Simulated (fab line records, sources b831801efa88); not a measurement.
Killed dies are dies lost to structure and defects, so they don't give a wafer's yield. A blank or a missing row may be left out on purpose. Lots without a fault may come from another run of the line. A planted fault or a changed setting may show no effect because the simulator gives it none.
fab line records | flow sky130
record lots=12 wafers=36 last_day=49
route steps=708 shown CAPM@539 PAD_OPEN@708
lots that met no fault: from a run of the same line without faults
start_h: hours from the record's first day to the start of the lot's first wafer shown | wait_h: hours since the lot's step before | " the same as in the row above | L1.1+2: a row that stands for several wafers | - no value, or no start given | * or withheld: withheld | < > ~ a bound
route shown NAME@n: a module of which the file shows steps, and the number in the route of the first | usual: mean/standard deviation of fault-free wafers | same: alike in all rows | chamber/n: place in a boat | sites: the reading at each site | _std_site: their standard deviation | _edge_site: outer sites' mean less inner sites' | radius_mm: how far each site lies from the wafer's centre | mask NAME#n: copy n | behind: the tool/chamber that last shaped the wafer | hold: why the lot was held/for how many hours/how that ended | device: the transistor (n, p or np) that didn't switch | end of line: the same wafers' tests at the end of the route | a step without rows: its recipe alone | killed: dies lost to structure and defects at the first sort, not the wafer's yield | map: a wafer's dies, x killed, . not, _ none there
set.NAME: the setting as run; set.NAME@STEP: as run at that earlier step | model.NAME: the simulator's own value behind a step, which no gauge read
steps of the route over a sample of lots; a table a step, a row a wafer
services: from which hour (start_h, from the record's first day; less than 0 if before it) a tool's chamber was out of use, for how many hours, and why
## steps
# step SKY_CAPM_SPUTTER_02
# recipe material=TiN target_thk_nm=200 temp_c=300 power_w=6500 time_s=166.7 chamber_pressure_pa=0.4
# usual throttle_valve_pct=29.5/1.2
# columns lot.wafer tool chamber start_h wait_h throttle_valve_pct
L507.1 pvd_sputter-01 - 864.68 0.1 30.0
L507.2 " - " " 32.2
L507.3 " - " " 30.1
L508.2 pvd_sputter-04 - 886.26 0.0 27.7
L508.3 " - " " 29.3
L508.4 " - " " 30.2
L510.1 pvd_sputter-02 - 888.79 0.1 29.3
L510.3 " - " " 27.5
L510.4 " - " " 29.0
L509.1 pvd_sputter-04 - 889.90 0.1 27.6
L509.4 " - " " 29.2
L509.6 " - " " 27.7
L512.1 pvd_sputter-04 - 898.39 0.1 27.8
L512.2 " - " " 28.9
L512.6 " - " " 30.3
L513.1 pvd_sputter-04 - 901.98 0.1 27.6
L513.4 " - " " 29.3
L513.6 " - " " 29.3
L516.2 pvd_sputter-02 - 933.71 0.0 29.0
L516.4 " - " " 27.5
L516.5 " - " " 29.4
L518.3 pvd_sputter-01 - 936.27 0.0 30.1
L518.4 " - " " 29.9
L518.5 " - " " 29.1
L521.2 pvd_sputter-01 - 964.05 0.0 30.0
L521.3 " - " " 32.2
L521.6 " - " " 30.3
L523.1 pvd_sputter-04 - 968.37 0.1 29.0
L523.4 " - " " 30.5
L523.5 " - " " 27.5
L526.1 pvd_sputter-01 - 990.99 0.1 32.3
L526.3 " - " " 29.5
L526.6 " - " " 30.2
L527.1 pvd_sputter-01 - 992.18 0.1 31.9
L527.2 " - " " 30.3
L527.5 " - " " 32.2
# step SKY_CAPM_RS_MEAS_03
# recipe thk_meas_gauge=four-point-probe reads=TiN_of_CAPM_SPUTTER_02
# usual CAPM_TIN_RS=6.94/0.083
# columns lot.wafer tool chamber start_h wait_h hold CAPM_TIN_RS[ohm/sq]
L507.1 film_metro-03 - 864.79 0.1 - 6.83
L507.2 " - " " - 6.89
L507.3 " - " " - 6.89
L508.2 film_metro-04 - 886.39 0.1 - 6.95
L508.3 " - " " - 7.03
L508.4 " - " " - 7.06
L510.1 film_metro-03 - 888.90 0.1 - 6.88
L510.3 " - " " - 6.95
L510.4 " - " " - 6.97
L509.1 film_metro-04 - 890.01 0.1 - 6.92
L509.4 " - " " - 7.09
L509.6 " - " " - 6.84
L512.1 film_metro-04 - 898.50 0.1 - 6.92
L512.2 " - " " - 7.08
L512.6 " - " " - 7.03
L513.1 film_metro-03 - 902.09 0.1 - 6.91
L513.4 " - " " - 7.04
L513.6 " - " " - 6.95
L516.2 film_metro-04 - 933.84 0.1 - 6.94
L516.4 " - " " - 6.99
L516.5 " - " " - 6.93
L518.3 film_metro-04 - 936.42 0.1 - 6.87
L518.4 " - " " - 6.99
L518.5 " - " " - 6.91
L521.2 film_metro-03 - 964.18 0.1 - 6.89
L521.3 " - " " - 6.99
L521.6 " - " " - 6.81
L523.1 film_metro-01 - 968.48 0.1 await_dispo/0.2h/release 7.06
L523.4 " - " " await_dispo/0.2h/release 6.96
L523.5 " - " " await_dispo/0.2h/release 4.44
L523.1 film_metro-01 - 968.76 0.3 - 7.08
L523.4 " - " " - 6.95
L523.5 " - " " - 4.44
L526.1 film_metro-01 - 991.10 0.1 - 6.94
L526.3 " - " " - 6.92
L526.6 " - " " - 6.90
L527.1 film_metro-03 - 992.29 0.1 - 6.94
L527.2 " - " " - 6.86
L527.5 " - " " - 6.93
# step SKY_CAPM_THK_MEAS_04
# recipe thk_meas_gauge=xrf reads=TiN_of_CAPM_SPUTTER_02
# usual CAPM_TIN_THK=200.2/2.5
# columns lot.wafer tool chamber start_h wait_h hold CAPM_TIN_THK[nm]
L507.1 film_metro-03 - 864.91 0.1 - 203.2
L507.2 " - " " - 200.3
L507.3 " - " " - 201.4
L508.2 film_metro-04 - 886.50 0.1 - 200.0
L508.3 " - " " - 197.6
L508.4 " - " " - 196.7
L510.1 film_metro-03 - 889.02 0.1 - 202.3
L510.3 " - " " - 200.5
L510.4 " - " " - 199.6
L509.1 film_metro-04 - 890.13 0.1 - 201.3
L509.4 " - " " - 195.1
L509.6 " - " " - 202.7
L512.1 film_metro-04 - 898.62 0.1 - 200.3
L512.2 " - " " - 196.2
L512.6 " - " " - 197.3
L513.1 film_metro-03 - 902.21 0.1 - 200.9
L513.4 " - " " - 195.9
L513.6 " - " " - 199.0
L516.2 film_metro-04 - 933.95 0.1 - 200.3
L516.4 " - " " - 199.5
L516.5 " - " " - 201.2
L518.3 film_metro-04 - 936.52 0.1 - 201.6
L518.4 " - " " - 198.4
L518.5 " - " " - 200.2
L521.2 film_metro-03 - 964.29 0.1 - 202.3
L521.3 " - " " - 198.2
L521.6 " - " " - 203.9
L523.1 film_metro-01 - 970.19 1.4 await_dispo/0.2h/release 196.0
L523.4 " - " " await_dispo/0.2h/release 198.6
L523.5 " - " " await_dispo/0.2h/release 306.9
L523.1 film_metro-01 - 970.42 0.2 - 195.7
L523.4 " - " " - 198.3
L523.5 " - " " - 307.4
L526.1 film_metro-01 - 991.22 0.1 - 200.3
L526.3 " - " " - 200.4
L526.6 " - " " - 202.3
L527.1 film_metro-03 - 992.41 0.1 - 199.1
L527.2 " - " " - 200.3
L527.5 " - " " - 199.1
# step SKY_CAPM_METAL_ETCH_13
# recipe target_depth_nm=220 stop_on=SiO2 chemistry=Cl2/BCl3 target=TiN pressure_mtorr=10 icp_w=900 bias_w=48.5 Cl2_flow_sccm=60 bcl3_flow_sccm=30 time_s=62.9
# usual drypump_motor_current_A=5.7/0.49 oes_product_au=0.939/0.0072 throttle_valve_pct=21.902/0.0098
# columns lot.wafer tool chamber start_h wait_h drypump_motor_current_A oes_product_au rf_hours_counter_h throttle_valve_pct
L507.1 rie_metal-03 1 890.31 0.0 5.1 0.945 15 21.898
L507.2 " 0 " " 6.5 0.934 7 21.890
L507.3 " 1 " " 5.1 0.947 - 21.898
L508.2 rie_metal-03 0 911.31 0.0 6.4 0.931 8 21.900
L508.3 " 0 " " 6.4 0.934 - 21.892
L508.4 " 1 " " 5.1 0.928 - 21.916
L510.1 rie_metal-01 0 913.90 0.0 5.9 0.945 5 21.893
L510.3 " 1 " " 6.2 0.935 - 21.892
L510.4 " 0 " " 5.9 0.941 - 21.896
L509.1 rie_metal-01 1 915.15 0.0 6.2 0.937 11 21.884
L509.4 " 1 " " 6.1 0.918 - 21.915
L509.6 " 1 " " 6.2 0.951 - 21.884
L512.1 rie_metal-01 0 923.46 0.0 5.9 0.946 6 21.895
L512.2 " 1 " " 6.2 0.928 12 21.904
L512.6 " 0 " " 6.0 0.928 - 21.906
L513.1 rie_metal-02 0 926.80 0.0 5.0 0.945 2 21.893
L513.4 " 0 " " 5.1 0.929 - 21.901
L513.6 " 1 " " 6.0 0.940 - 21.898
L516.2 rie_metal-02 1 957.31 0.0 6.0 0.941 10 21.914
L516.4 " 0 " " 5.0 0.938 - 21.909
L516.5 " 0 " " 5.1 0.936 - 21.902
L518.3 rie_metal-02 1 960.23 0.0 6.0 0.941 - 21.893
L518.4 " 0 " " 5.1 0.942 - 21.900
L518.5 " 0 " " 5.1 0.941 - 21.901
L521.2 rie_metal-03 0 987.66 0.0 6.5 0.949 11 21.891
L521.3 " 0 " " 6.5 0.934 - 21.921
L521.6 " 1 " " 5.1 0.955 - 21.893
L523.1 rie_metal-02 1 992.30 0.0 6.0 0.934 12 21.905
L523.4 " 1 " " 6.0 0.937 - 21.904
L523.5 " 0 " " 5.0 0.998 - 21.861
L526.1 rie_metal-02 0 1013.39 0.0 5.1 0.943 6 21.896
L526.3 " 1 " " 6.0 0.937 - 21.892
L526.6 " 0 " " 5.1 0.943 - 21.913
L527.1 rie_metal-02 0 1014.70 0.0 5.1 0.937 6 21.899
L527.2 " 1 " " 6.0 0.944 13 21.914
L527.5 " 0 " " 5.1 0.930 - 21.907
# step SKY_PAD_OPEN_PROBE_99
# usual defect_limited_yield=82.3/1.9 killed_at_M0_to_M3=44/6.5 killed_at_M4_up=3.3/1.9 killed_at_contacts=24/5.3 killed_at_front_end=15/4.5 killed_at_other=0.3/0.58 killed_dies=87/9.3 killed_on_rim=17/4.2 killed_open=48/6.6 killed_short=39/6.1 sort_bin_3_pad_short=0.9/0.46 sort_bin_5_function=10.5/1.6 sort_bin_6_memory=6.3/1.1 sort_n_pass=405/9.3 sort_yield_pct=82.3/1.9
# same gross_dies=492 killed_at_back_side=0 sort_bin_4_leakage[%]=0 sort_bin_8_speed[%]=0
# columns lot.wafer tool chamber start_h wait_h hold defect_limited_yield[%] killed_at_M0_to_M3 killed_at_M4_up killed_at_contacts killed_at_front_end killed_at_other killed_dies killed_on_rim killed_open killed_short sort_bin_3_pad_short[%] sort_bin_5_function[%] sort_bin_6_memory[%] sort_n_pass sort_yield_pct[%]
L516.2 prober-01 - 1140.73 0.1 - 81.7 37 3 19 31 0 90 21 44 46 1.4 9.6 7.3 402 81.7
L516.4 prober-01 - 1140.83 0.2 - 82.5 51 0 23 11 1 86 18 49 37 0.8 11.6 5.1 406 82.5
L516.5 prober-01 - 1140.88 0.2 - 80.7 48 4 20 23 0 95 21 45 50 2.0 11.4 5.9 397 80.7
L518.3 prober-01 - 1144.09 0.2 - 83.1 39 4 28 12 0 83 12 43 40 1.6 10.4 4.9 409 83.1
L518.4 prober-01 - 1144.14 0.2 - 82.9 48 3 21 11 1 84 15 40 44 0.6 10.8 5.7 408 82.9
L518.5 prober-01 - 1144.19 0.2 - 80.3 48 5 25 19 0 97 19 49 47 0.6 13.0 6.1 395 80.3
L523.1 prober-01 - 1168.23 0.1 await_dispo/1.1h/release 81.5 41 3 31 16 0 91 19 48 43 0.4 11.8 6.3 401 81.5
L523.4 prober-01 - 1168.38 0.2 await_dispo/1.1h/release 81.7 39 1 35 14 1 90 18 50 40 0.8 10.6 6.9 402 81.7
L523.5 prober-01 - 1168.43 0.2 await_dispo/1.1h/release 0 44 3 27 12 406 492 96 43 44 83.1 9.8 7.1 0 0
# killed by level:class
L516.2 CONTACT:geometric_particle:open=9 FIELD_ISO:geometric_particle:open=8 FIELD_ISO:geometric_particle:short=8 VIA1:geometric_particle:open=8 LOCAL_INTERCONNECT:geometric_particle:short=6 SPACER:geometric_particle:short=5 METAL1:geometric_particle:short=5 VIA2:geometric_particle:open=5
L516.4 CONTACT:geometric_particle:open=11 VIA1:geometric_particle:open=11 METAL2:geometric_particle:short=10 VIA3:geometric_particle:open=8 FIELD_ISO:geometric_particle:open=4 VIA2:geometric_particle:short=4 LI_CONTACT:geometric_particle:open=4 VIA1:geometric_particle:short=4
L516.5 VIA2:geometric_particle:open=9 CONTACT:geometric_particle:open=9 METAL1:geometric_particle:short=8 METAL2:geometric_particle:short=8 FIELD_ISO:geometric_particle:short=6 VIA1:geometric_particle:open=6 POLY_GATE:geometric_particle:open=5 VIA1:geometric_particle:short=5
L518.3 VIA1:geometric_particle:open=10 CONTACT:geometric_particle:short=10 VIA3:geometric_particle:open=10 LOCAL_INTERCONNECT:geometric_particle:short=9 VIA2:geometric_particle:open=6 POLY_GATE:geometric_particle:open=5 LI_CONTACT:geometric_particle:open=5 FIELD_ISO:geometric_particle:open=3
L518.4 VIA1:geometric_particle:open=13 VIA1:geometric_particle:short=7 CONTACT:geometric_particle:short=7 CONTACT:geometric_particle:open=6 METAL1:geometric_particle:short=6 VIA3:geometric_particle:open=4 METAL2:geometric_particle:short=4 FIELD_ISO:geometric_particle:open=3
L518.5 VIA1:geometric_particle:open=8 CONTACT:geometric_particle:open=7 VIA2:geometric_particle:open=7 FIELD_ISO:geometric_particle:short=6 METAL2:geometric_particle:short=6 VIA3:geometric_particle:open=6 SPACER:geometric_particle:open=5 LOCAL_INTERCONNECT:geometric_particle:short=5
L523.1 CONTACT:geometric_particle:open=11 VIA1:geometric_particle:open=9 VIA2:geometric_particle:open=8 LI_CONTACT:geometric_particle:open=7 LOCAL_INTERCONNECT:geometric_particle:short=7 METAL2:geometric_particle:short=5 VIA1:geometric_particle:short=4 VIA3:geometric_particle:open=4
L523.4 CONTACT:geometric_particle:open=11 LI_CONTACT:geometric_particle:open=10 VIA1:geometric_particle:open=8 LOCAL_INTERCONNECT:geometric_particle:short=6 CONTACT:geometric_particle:short=6 VIA3:geometric_particle:open=5 VIA1:geometric_particle:short=4 METAL2:geometric_particle:short=4
L523.5 CAPM:area_etch=405 LI_CONTACT:geometric_particle:open=9 VIA1:geometric_particle:open=9 VIA2:geometric_particle:open=7 LOCAL_INTERCONNECT:geometric_particle:short=6 METAL1:geometric_particle:short=6 VIA1:geometric_particle:short=5 METAL2:geometric_particle:short=5
## services
# columns tool chamber start_h hours kind
rie_metal-02 0 848.34 - clean
rie_metal-02 0 848.34 26.3 scheduled_down
rie_metal-02 0 848.34 26.3 vent_cycle
rie_metal-01 1 848.96 3.0 repair
pvd_sputter-02 - 855.48 1.1 repair
pvd_sputter-04 - 862.62 14.0 repair
rie_metal-01 - 868.67 0.7 repair
rie_metal-03 - 891.95 1.4 pm
rie_metal-01 - 944.58 14.6 pm
pvd_sputter-04 - 945.60 2.3 repair
pvd_sputter-01 - 970.62 4.4 repair
rie_metal-03 - 974.54 2.8 pm
## key
first_sign step=SKY_CAPM_RS_MEAS_03 reading=visit direction=added
effect step=SKY_CAPM_RS_MEAS_03 reading=CAPM_TIN_RS direction=down sigmas=30 usual=6.94 struck=4.44
effect step=SKY_CAPM_THK_MEAS_04 reading=visit direction=added
effect step=SKY_CAPM_THK_MEAS_04 reading=CAPM_TIN_THK direction=up sigmas=42 usual=200.2 struck=306.9
effect step=SKY_CAPM_METAL_ETCH_13 reading=oes_product_au direction=up sigmas=8.2 usual=0.939 struck=0.998
effect step=SKY_PAD_OPEN_PROBE_99 reading=killed_at_other direction=up sigmas=99+ usual=0.3 struck=406
more_kills_born_at SKY_CAPM_METAL_ETCH_13@rie_metal-02=405
met_at SKY_CAPM_SPUTTER_02
struck_lots L523
struck_wafers L523.5
later_rows_left_out L523.5
onset_between 901.98 968.37
fault kind=process_parameter_drift tool=pvd_sputter-04 chamber=- onset_h=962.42 steps=SKY_CAPM_SPUTTER_02 channel=target_thk_nm offset=106.18 shape=step end_h=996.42 scope=struck_wafers_only acts_in=these_recipes_only stated=200
# later_rows_left_out: the simulator's readings of these wafers behind a module that went badly wrong aren't trusted and aren't shown, but for the sort
